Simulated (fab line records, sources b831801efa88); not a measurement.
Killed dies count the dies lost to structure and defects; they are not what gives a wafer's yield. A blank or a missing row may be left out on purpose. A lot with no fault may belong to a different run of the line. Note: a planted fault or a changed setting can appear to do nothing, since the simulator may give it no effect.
One fault seen from 2 desks || flow sky130 || numbers are kept per desk, each desk with only its own; the story behind them comes last

## TOOL OWNER'S DESK, hdpcvd-01
The tool's own readings at SKY_LI_CONTACT_HDPCVD_00 (deposits PSG, target thk 930 nm, time 155 s): means of the sampled wafers that have a number, for each lot that ran on this tool. If a lot's mean is further than 4 standard deviations from the usual mean, the lot is out of limits and carries the mark OUT (the distance appears in the brackets).
Columns: A = pressure_mtorr at SKY_LI_CONTACT_HDPCVD_00, usual 6.001 mTorr
{"lot": "L535", "first seen here": "day 29 15:46", "A": 5.995}
{"lot": "L536", "first seen here": "day 31 02:07", "A": 6.011}
{"lot": "L541", "first seen here": "day 32 01:28", "A": 5.996}
{"lot": "L550", "first seen here": "day 34 15:18", "A": 5.998}
{"lot": "L553", "first seen here": "day 35 07:08", "A": 5.993}
This desk found nothing out of limits on any of the 5 lots.

## METROLOGY DESK
What the gauges read, lot by lot, whatever tool the lot ran on: means of the sampled wafers that have a number. If a lot's mean is further than 4 standard deviations from the usual mean, the lot is out of limits and carries the mark OUT (the distance appears in the brackets).
Columns: A = SD_N_OVL at SKY_SD_N_OVL_MEAS_08, usual 0.3 nm; B = LI_CONTACT_HDPCVD_THK at SKY_LI_CONTACT_THK_MEAS_01, usual 925 nm
{"lot": "L531", "first seen here": "day 28 09:40", "A": 0.4, "B": 935}
{"lot": "L530", "first seen here": "day 28 12:28", "A": -1.7, "B": 925}
{"lot": "L535", "first seen here": "day 29 14:40", "A": -0.1, "B": 934}
{"lot": "L537", "first seen here": "day 31 00:24", "A": 1.1, "B": 919}
{"lot": "L536", "first seen here": "day 31 01:01", "A": 1.4, "B": "1519 (+59) OUT"}
{"lot": "L541", "first seen here": "day 32 00:22", "A": 2.2, "B": "1217 (+29) OUT"}
{"lot": "L546", "first seen here": "day 33 16:21", "A": 2.9, "B": 914}
{"lot": "L548", "first seen here": "day 34 01:29", "A": 0.1, "B": 924}
{"lot": "L549", "first seen here": "day 34 05:13", "A": -0.1, "B": 929}
{"lot": "L550", "first seen here": "day 34 14:12", "A": -1.2, "B": 926}
{"lot": "L551", "first seen here": "day 34 23:27", "A": -0.9, "B": 919}
{"lot": "L553", "first seen here": "day 35 06:03", "A": -0.6, "B": 944}
This desk's result: L536, L541 out of limits, first on L536 (LI_CONTACT_HDPCVD_THK at SKY_LI_CONTACT_THK_MEAS_01), day 31 02:13. In limits: L531, L530, L535, L537, L546, L548, L549, L550, L551, L553.

## BROUGHT TOGETHER
L536, L541 would have let the metrology desk raise an alarm at day 31 02:13.
Nothing out of limits was seen by the tool owner's desk.
Tool owner's desk: L536, L541 on record, inside its limits.
Every lot named ran SKY_LI_CONTACT_HDPCVD_00 on hdpcvd-01.

## WHAT THE SIMULATOR PUT IN
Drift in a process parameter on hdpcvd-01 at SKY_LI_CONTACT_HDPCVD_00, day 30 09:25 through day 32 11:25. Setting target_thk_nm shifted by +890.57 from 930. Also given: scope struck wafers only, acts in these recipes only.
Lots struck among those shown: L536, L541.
Time in hours between the start of the fault and the first out-of-limits reading at each desk: metrology desk, 17.
